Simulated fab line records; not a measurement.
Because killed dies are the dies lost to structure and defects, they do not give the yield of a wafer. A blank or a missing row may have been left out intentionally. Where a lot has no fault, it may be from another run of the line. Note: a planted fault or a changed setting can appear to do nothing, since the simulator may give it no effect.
Which tool did it? || flow sky130 || 7 lots, 21 wafers sampled, at 1 step of a route of 708

## WHAT THE GAUGES SHOWED, per wafer
SKY_SD_P_CD_MEAS_07: target cd 380 nm.
{"lot": "L879", "measured": "day 26 04:35", "on": "cd-sem-01", "cd-nm (nm)": "378.3 376.3 376.3"}
{"lot": "L881", "measured": "day 26 17:17", "on": "cd-sem-01", "cd-nm (nm)": "377.0 376.5 375.3"}
{"lot": "L882", "measured": "day 27 11:01", "on": "cd-sem-02", "cd-nm (nm)": "376.8 378.0 376.2"}
{"lot": "L887", "measured": "day 29 09:05", "on": "cd-sem-02", "cd-nm (nm)": "380.9 381.1 381.3"}
{"lot": "L894", "measured": "day 31 20:18", "on": "cd-sem-02", "cd-nm (nm)": "381.7 380.7 379.4"}
{"lot": "L897", "measured": "day 32 03:50", "on": "cd-sem-02", "cd-nm (nm)": "378.9 376.6 375.9"}
{"lot": "L898", "measured": "day 32 21:14", "on": "cd-sem-01", "cd-nm (nm)": "382.0 380.7 380.5"}

## WHICH TOOL RAN EACH LOT (tool, then ch and the chambers of the sampled wafers, then the start)
No process step before these readings appears in the record.

## THE ANSWER, worked out from the rows above alone
Rule: the lots themselves supply what counts as usual. Put in order of their means at a reading, lots are off if they are a third of the lots or fewer, leave a main group of 4 or more, and stand apart from it by a gap of 3 or more times the standard deviation of the main group's means; of several such gaps the widest counts. Not used: any main group whose means are identical at the precision the tables above print for the reading. Also off: a lot with no number at a reading for which 4 or more lots have one. Where the step has rows for the other lots, those lots are counted as sound.
Nothing can be told from this: no lot is off at any reading shown.

## WHAT WAS PUT IN BY THE SIMULATOR
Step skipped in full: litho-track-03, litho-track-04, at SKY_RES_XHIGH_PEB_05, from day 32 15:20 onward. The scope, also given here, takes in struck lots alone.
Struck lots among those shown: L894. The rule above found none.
